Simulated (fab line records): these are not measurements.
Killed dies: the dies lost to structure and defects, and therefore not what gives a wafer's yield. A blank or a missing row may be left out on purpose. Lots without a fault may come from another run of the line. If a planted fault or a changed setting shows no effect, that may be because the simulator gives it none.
Which of the tools did it? | flow sky130 | 6 lots with 18 wafers sampled at 2 steps, on a route of 708 steps

== WHAT THE GAUGES READ, wafer by wafer ==
SKY_NWELL_TW_MEAS_26.
lot  | measured     | on           | NWELL_2_TW
L285 | day 6 00:17  | filmMetro-02 | 496.8 492.0 493.7
L287 | day 6 13:52  | filmMetro-02 | 496.3 499.0 495.2
L289 | day 7 01:05  | filmMetro-02 | 495.1 495.1 495.4
L292 | day 7 17:49  | filmMetro-02 | 496.9 498.0 497.6
L301 | day 10 05:31 | filmMetro-01 | 517.2 519.8 519.9
L303 | day 10 23:19 | filmMetro-04 | 499.2 502.0 499.4

== EACH LOT AND THE TOOL THAT RAN IT (in order: tool; ch and the chambers of the sampled wafers; start) ==
lot  | SKY_NWELL_IMPLANT_24
L285 | implanter-03 ch 0, day 6 00:04
L287 | implanter-03 ch 0, day 6 13:39
L289 | implanter-03 ch 0, day 7 00:52
L292 | implanter-01 ch 0, day 7 17:34
L301 | implanter-01 ch 0, day 10 05:16
L303 | implanter-03 ch 0, day 10 23:04
- SKY_NWELL_IMPLANT_24

== THE ANSWER, worked out from the rows above alone ==
Rule: the lots themselves supply what counts as usual. Put in order of their means at a reading, lots are off if they are a third of the lots or fewer, leave a main group of 4 or more, and stand apart from it by a gap of 3 or more times the standard deviation of the main group's means; of several such gaps the widest counts. A main group whose means are all the same, to the digits that the tables above print for the reading, isn't used. Also off: a lot with no number at a reading for which 4 or more lots have one. Where the step has rows for the other lots, those lots are counted as sound.
Off: at SKY_NWELL_TW_MEAS_26 (NWELL_2_TW), L301. Main group: mean 496.8, sd 2.1.
If a tool, at a process step before that reading, ran all the lots that are off and no sound lot after the first of them, it fits. Gauges at SKY_NWELL_TW_MEAS_26: tried the same way as those tools. This does not decide it: 2 tools fit, namely implanter-01 at SKY_NWELL_IMPLANT_24 and filmMetro-01 at SKY_NWELL_TW_MEAS_26.

== WHAT THE SIMULATOR HAD INSERTED ==
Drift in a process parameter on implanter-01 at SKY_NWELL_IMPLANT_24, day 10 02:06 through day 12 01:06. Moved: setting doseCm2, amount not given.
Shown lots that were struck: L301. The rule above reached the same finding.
